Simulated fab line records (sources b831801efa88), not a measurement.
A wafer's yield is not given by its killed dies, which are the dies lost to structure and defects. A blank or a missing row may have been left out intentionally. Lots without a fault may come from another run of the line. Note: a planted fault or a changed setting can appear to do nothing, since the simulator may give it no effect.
Struck lot and sound lot, side by side || flow gf180mcu || 29 steps out of a route of 602
Sound: these wafers, L300.3, L300.4, L300.6. Struck: wafer L316.4. The cause is given at the end.
Per side, at each step with rows, come the tool, then ch with its chambers, and then its first start. Under that, the readings that differ: sound wafers || struck wafers || difference of the means || sigmas: that difference in standard deviations of wafers without a fault.
alike: a reading whose means differ by less than 2 such deviations, as well as words and numbers matching on both sides. not compared: withheld readings; readings where some wafer has no value; bounds like >300 that might hide an equal value; numbers whose values overlap and for which the record gives no deviation.
The two part at a step that has a row with sigmas, a row that says differs or no value, or rows on one side only. When numbers do not overlap yet have no deviation, they are printed without sigmas and do not part them. A reading missing from all wafers of one side parts the sides only when that side holds two or more wafers.

first, 1 step without rows for these wafers: GF_V2_ETCH_17 (etches SiO2 in C4F8/O2/Ar, stops on TiN, target depth 630 nm).
GF_V2_STRIP_18: strips in O2/N2.
  sound on plasma asher-02 ch 0,1, day 20 16:25; struck on plasma asher-03 ch 1, day 26 07:58
  alike: drypump motor current A, heater power w, n2 flow sccm, oes product au
  not compared: rf hours counter h
then, 2 steps without rows for these wafers: GF_V2_STRIP_19 (strips in post etch residue remover, time 1200 s); GF_V2_CLEAN_20 (cleans in DIW).
GF_V2_SPUTTER_21: material Ti, target thk 15 nm, time 80.02 s.
  sound on pvd sputter-03, day 20 16:55; struck on pvd sputter-04, day 26 08:32
{"reading": "throttle valve pct (%)", "sound": "30.3 31.0 30.3", "struck": 28.8, "difference": -1.7, "sigmas": -2}
  alike: cathode dc power W
GF_V2_SPUTTER_22: material TiN, target thk 10 nm, time 40 s.
  sound on pvd sputter-03, day 20 16:59; struck on pvd sputter-04, day 26 08:36
  alike: cathode dc power W, throttle valve pct
then, 1 step without rows for these wafers: GF_V2_CVD_23 (deposits W, target thk 350 nm, time 104.94 s).
GF_V2_RS_MEAS_24: the measuring method here is four-point-probe.
  sound on film metro-01, day 20 17:17; struck on film metro-01, day 26 08:49
  alike: V2_W_RS
GF_V2_THK_MEAS_25: measures by xrf.
  sound on film metro-01, day 20 17:23; struck on film metro-01, day 26 08:54
  alike: V2_W_THK
then, 2 steps without rows for these wafers: GF_V2_CMP_26 (polishes, stops on SiO2, t overpolish 15 s, target thk 0 nm); GF_M3_SPUTTER_00 (material Ti, target thk 37.5 nm, time 150 s).
GF_M3_SPUTTER_01: material TiN, target thk 30 nm, time 25 s.
  sound on pvd sputter-04, day 20 17:50; struck on pvd sputter-02, day 26 09:20
{"reading": "throttle valve pct (%)", "sound": "29.0 30.2 29.5", "struck": 31.6, "difference": "+2.0", "sigmas": "+3"}
  alike: cathode dc power W
GF_M3_SPUTTER_02: material AlCu, target thk 450 nm, time 23.9 s.
  sound on pvd sputter-04, day 20 17:52; struck on pvd sputter-02, day 26 09:22
{"reading": "cathode dc power W (W)", "sound": "10600 10597 10600", "struck": 12710, "difference": "+2111", "sigmas": "+99 or more"}
{"reading": "throttle valve pct (%)", "sound": "29.0 30.2 29.5", "struck": 31.7, "difference": "+2.1", "sigmas": "+3"}
{"reading": "model.AlCu_of_M3_SPUTTER_02.thk nm (nm)", "sound": "450.8 450.1 449.2", "struck": 541.6, "difference": "+91.6", "sigmas": ""}
then, 1 step without rows for these wafers: GF_M3_SPUTTER_03 (material Ti, target thk 10 nm, time 6.7 s).
GF_M3_SPUTTER_04: material TiN, target thk 50 nm, time 41.7 s.
  sound on pvd sputter-04, day 20 17:55; struck on pvd sputter-02, day 26 09:25
{"reading": "throttle valve pct (%)", "sound": "28.7 30.0 29.5", "struck": 31.6, "difference": "+2.2", "sigmas": "+3"}
  alike: cathode dc power W
GF_M3_RS_MEAS_05: the measuring method here is four-point-probe.
  sound on film metro-02, day 20 17:59; struck on film metro-04, day 26 09:31
{"reading": "M3_ALCU_RS (ohm/sq)", "sound": "0.0694 0.0695 0.0696", "struck": 0.0577, "difference": -0.0118, "sigmas": -18}
GF_M3_THK_MEAS_06: measures by xrf.
  sound on film metro-02, day 20 18:05; struck on film metro-04, day 26 09:36
{"reading": "M3_ALCU_THK (nm)", "sound": "449 449 448", "struck": 538, "difference": "+89", "sigmas": "+22"}
then, 7 steps without rows for these wafers: GF_M3_DEHYDRATE_07 (time 60 s); GF_M3_HMDS_08 (prime time 60 s); GF_M3_COAT_09 (resist thk 1000 nm); GF_M3_SOFTBAKE_10 (time 60 s); GF_M3_EXPOSE_11 (exposes mask Metal3, target cd 280 nm); GF_M3_PEB_12 (peb time 90 s); GF_M3_DEVELOP_13 (develop time 60 s).
GF_M3_CD_MEAS_14: the cd target is 280 nm.
  sound on cd sem-01, day 21 17:51; struck on cd sem-02, day 27 05:26
{"reading": "cd nm (nm)", "sound": "279.2 279.6 278.9", "struck": 281.3, "difference": "+2.1", "sigmas": "+2"}
GF_M3_OVL_MEAS_15:
  sound on overlay-01, day 21 17:57; struck on overlay-02, day 27 05:31
  alike: M3_OVL
GF_M3_METAL_ETCH_16: etches the open film in Cl2/BCl3, stops on SiO2, target depth 627.5 nm, time 104.6 s.
  sound on rie metal-03 ch 0, day 21 18:02; struck on rie metal-04 ch 0, day 27 05:34
{"reading": "oes product au (a.u.)", "sound": "0.972 0.972 0.971", "struck": 0.999, "difference": "+0.027", "sigmas": "+5"}
{"reading": "throttle valve pct (%)", "sound": "28.239 28.256 28.246", "struck": 28.226, "difference": -0.021, "sigmas": -2}
  alike: bcl3 flow sccm, drypump motor current A
  not compared: rf hours counter h
then, 1 step without rows for these wafers: GF_M3_STRIP_17 (strips in O2/N2).
GF_PASSIVATION_PROBE_99:
  rows exist in the record for the sound wafers here (prober-01, day 29 10:58), none for the struck ones

== WHERE THEY PART ==
Last at GF_PASSIVATION_PROBE_99 as far as this record goes, first at GF_V2_SPUTTER_21.

WHY: whatever the simulator had introduced
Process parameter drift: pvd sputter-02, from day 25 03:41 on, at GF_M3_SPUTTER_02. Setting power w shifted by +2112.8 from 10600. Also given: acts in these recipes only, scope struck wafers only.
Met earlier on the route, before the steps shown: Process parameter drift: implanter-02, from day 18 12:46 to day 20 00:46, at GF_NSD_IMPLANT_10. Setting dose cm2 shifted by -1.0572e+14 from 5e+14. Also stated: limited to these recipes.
